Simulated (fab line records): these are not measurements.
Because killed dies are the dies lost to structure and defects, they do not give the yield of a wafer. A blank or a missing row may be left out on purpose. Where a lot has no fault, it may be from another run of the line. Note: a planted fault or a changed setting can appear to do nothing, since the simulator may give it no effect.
Chamber matching -- flow gf180mcu -- 4 sister chambers for GF_V3_CMP_04 on cmp-01
The step polishes SiO2. 4 wafers are shown with their chamber, then 8 later ones without.

## EACH WAFER AND ITS CHAMBER
wafer,chamber,motor-current-A (A)
L257.1,0,12.7
L257.3,2,11.7
L260.2,3,11.7
L270.2,1,10.6

## WAFERS WHOSE CHAMBER IS MISSING
wafer,motor-current-A (A)
L270.4,13.5
L270.5,11.7
L271.1,10.9
L271.2,12.6
L271.3,12.4
L273.1,12.9
L273.4,11.7
L273.6,11.5

## CHAMBER TAKEN BY EACH
wafer,from the rows above,in truth
L270.4,0,0
L270.5,can't be placed: 2 or 3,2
L271.1,can't be placed: 1 or 2 or 3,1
L271.2,0,0
L271.3,can't be placed: 0 or 2 or 3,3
L273.1,0,0
L273.4,can't be placed: 2 or 3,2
L273.6,can't be placed: 2 or 3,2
3 of 8 placed correctly. Cannot be placed on the basis of these rows: 5; the candidates contain the true chamber in 5. Number placed wrongly: 0.
How it was worked out, from the rows above alone: a wafer's distance from a chamber is the root of the sum, over the readings, of the square of ((its reading less the chamber's mean) divided by the reading's scatter). The wafer belongs to the nearest chamber; if the next one is less than 2 further off, it can't be placed. For every chamber, the mean is computed from those of its wafers that are shown. The scatter: with one shown wafer a chamber, the root of the mean of the squares of how far each hidden wafer lies from its nearest shown one.
